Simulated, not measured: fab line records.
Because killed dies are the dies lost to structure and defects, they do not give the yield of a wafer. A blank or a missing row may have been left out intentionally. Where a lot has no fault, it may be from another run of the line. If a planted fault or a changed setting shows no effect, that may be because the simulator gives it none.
Problem report, 8D (eight disciplines) form, completed by code	flow gf180mcu	the parts of the form that need people (team, actions taken, sign-off) are left out

1. WHAT IS WRONG
CONTACT_CVD_02_THK at GF_CONTACT_THK_MEAS_03 reads a mean of 308 nm on 4 wafers of 3 lots; wafers without a fault read 857 nm with a standard deviation of 13. Relative to the usual mean, that is a shift of -42 standard deviations.
First seen on wafer L830.3, day 17 19:01, on filmMetro-01. At this step, 43 wafers from 15 lots have a number in the record. The rule behind "out" and "out of limits": a value lying over 4 standard deviations away from the usual mean. The other wafers with a number count as sound.

2. WHAT IT IS, WHAT IT ISN'T
question	is	is not
which readings at this step	CONTACT_CVD_02_THK	-
which lots	L830, L832, L834	L823, L824, L828, L837, L838, L840, L841, L842, L843, L844, L845, L846
which wafers of those lots	L830.3, L832.1, L834.1, L834.3	L830.4, L832.2, L832.6
read on which gauges	filmMetro-01, filmMetro-03	filmMetro-02
when	from day 17 19:01	up to then (10 sound wafers); but 29 sound wafers of L832, L837, L838, L840, L841, L842, L843, L844, L845, L846 came after

3. THE SUSPECTS, EACH WITH WHAT RULES IT OUT
Counting: any tool at a process step up to the reading remains a suspect provided it ran every lot that is out. Sound lots after the first of them don't rule it out here, since some wafers of a struck lot are sound.
- ruled out: the gauge at GF_CONTACT_THK_MEAS_03. The wafers that are out were read on 2 gauges (filmMetro-01, filmMetro-03).
- plasmaAsher-01 at GF_HV_LDD_STRIP_37 (strips in O2/N2): kept. It ran every lot that is out, first L830 (day 13 22:35).
- pecvd-02 at GF_CONTACT_CVD_02 (deposits SiO2 from TEOS, target thk 860 nm, time 95.992 s): kept. It ran every lot that is out, first L830 (day 17 18:55); its last sound lot up to then is L828 (day 16 16:56).
The count leaves pecvd-02 at GF_CONTACT_CVD_02 and plasmaAsher-01 at GF_HV_LDD_STRIP_37.

4. THE CAUSE (what the simulator had put in)
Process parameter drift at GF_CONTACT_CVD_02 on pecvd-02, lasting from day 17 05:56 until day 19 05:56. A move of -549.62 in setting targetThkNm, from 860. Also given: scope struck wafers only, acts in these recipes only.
2 suspects survive the count, and this tool is in that group.

5. THE CHAIN OF EFFECTS, in route order
Each row: a reading where the mean over the struck wafers with a number is more than 3 standard deviations away from the usual. Only readings for which the record gives a usual standard deviation are gone through. hours: the time from each lot's start at the first step in this table that gives one to its start at this step, as a median over the lots. sigmas: the change in usual standard deviations.
hours	step	reading	usual	on struck wafers	change	sigmas
0	GF_CONTACT_THK_MEAS_03	CONTACT_CVD_02_THK	857 nm	308	-549	-42
0	GF_CONTACT_CMP_04	timeToEndpointS	107 s	44	-63	-10
-	GF_CONTACT_ETCH_17	oesProductAu	0.815 a.u.	0.685	-0.130	-29
Its process steps:
- GF_CONTACT_CMP_04: polishes SiO2.
- GF_CONTACT_ETCH_17: etches SiO2 in C4F8/O2/Ar, stops on CoSi2, target depth 860 nm.
At these later measuring or inspecting steps, every struck wafer for which the step has a row has a number for every such reading, and none has moved that far: GF_M1_RS_MEAS_05.

6. WHAT WOULD HAVE CAUGHT IT SOONER
13 hours passed between the start of the fault at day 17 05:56 and the first reading out of limits at a measuring or inspecting step in this record, taken at day 17 19:01.
Tool readings at GF_CONTACT_CVD_02 with a usual standard deviation given in the record: none out on any struck wafer, hence no alarm at a limit of 4 standard deviations on them.
Of the lots that are out (3), L832, L834 began GF_CONTACT_CVD_02 on pecvd-02 after day 17 19:01. A hold on the tool at that time would have spared those 2.
